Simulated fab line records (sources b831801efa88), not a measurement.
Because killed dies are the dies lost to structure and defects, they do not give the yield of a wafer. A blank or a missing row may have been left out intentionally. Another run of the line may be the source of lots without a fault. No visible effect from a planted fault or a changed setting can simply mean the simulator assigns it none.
Matching of chambers	flow gf180mcu	GF_CONTACT_CMP_27 on cmp-02 has 4 sister chambers
The step polishes, stops on SiO2, t overpolish 15 s, target thk 0 nm. 16 wafers are shown with their chamber, then 7 later ones without.

== WAFERS PAIRED WITH THEIR CHAMBERS ==
wafer	chamber	motor current A (A)	time to endpoint s (s)	slurry flow ml min
L470.4	2	10.4	77	150.0
L470.5	1	12.6	77	150.7
L470.6	2	10.7	77	149.9
L471.2	0	10.4	67	149.5
L471.4	1	13.2	72	150.1
L471.5	0	10.5	67	149.9
L472.2	0	10.6	65	149.6
L472.3	3	11.3	68	150.4
L472.6	0	10.7	66	149.5
L473.1	3	10.8	72	150.6
L473.3	1	13.2	77	150.2
L473.5	0	10.5	67	150.1
L474.1	0	10.1	66	149.7
L474.3	2	11.4	81	149.7
L474.5	3	11.2	68	150.0
L478.1	3	11.1	66	149.6

SIGNATURES (averages over the wafers above)
reading	chamber 0	chamber 1	chamber 2	chamber 3	scatter within a chamber
motor current A	10.467	13.000	10.833	11.100	0.306
time to endpoint s	66.33	75.33	78.33	68.50	2.03
slurry flow ml min	149.717	150.333	149.867	150.150	0.307
Rule: a wafer lies at a distance from a chamber equal to the root of the sum of squares, over the readings, of (its reading less the chamber's mean, divided by the reading's scatter). If the next closest chamber is less than 2 further off than the closest, the wafer can't be placed; otherwise it belongs to the closest. How the scatter is found: for the shown wafers, subtract from each reading the mean of its chamber, square and add these, divide the total by (wafers less chambers), then take the root.

== WAFERS WITH NO CHAMBER GIVEN ==
wafer	motor current A (A)	time to endpoint s (s)	slurry flow ml min
L478.4	12.3	72	150.4
L478.5	10.8	62	149.7
L481.2	10.6	75	150.2
L481.5	10.5	75	150.6
L481.6	11.4	69	150.4
L482.2	10.7	68	149.8
L482.4	12.8	72	149.2

== CHAMBER TAKEN BY EACH ==
wafer	from the rows above	in truth
L478.4	can't be placed: 1 or 3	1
L478.5	can't be placed: 0 or 3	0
L481.2	can't be placed: 2 or 3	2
L481.5	can't be placed: 2 or 3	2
L481.6	3	3
L482.2	can't be placed: 0 or 3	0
L482.4	1	1
Correctly placed: 2 of 7. Can't be placed from these rows: 5 (the true chamber is among the candidates in 5). Wrongly placed: 0.
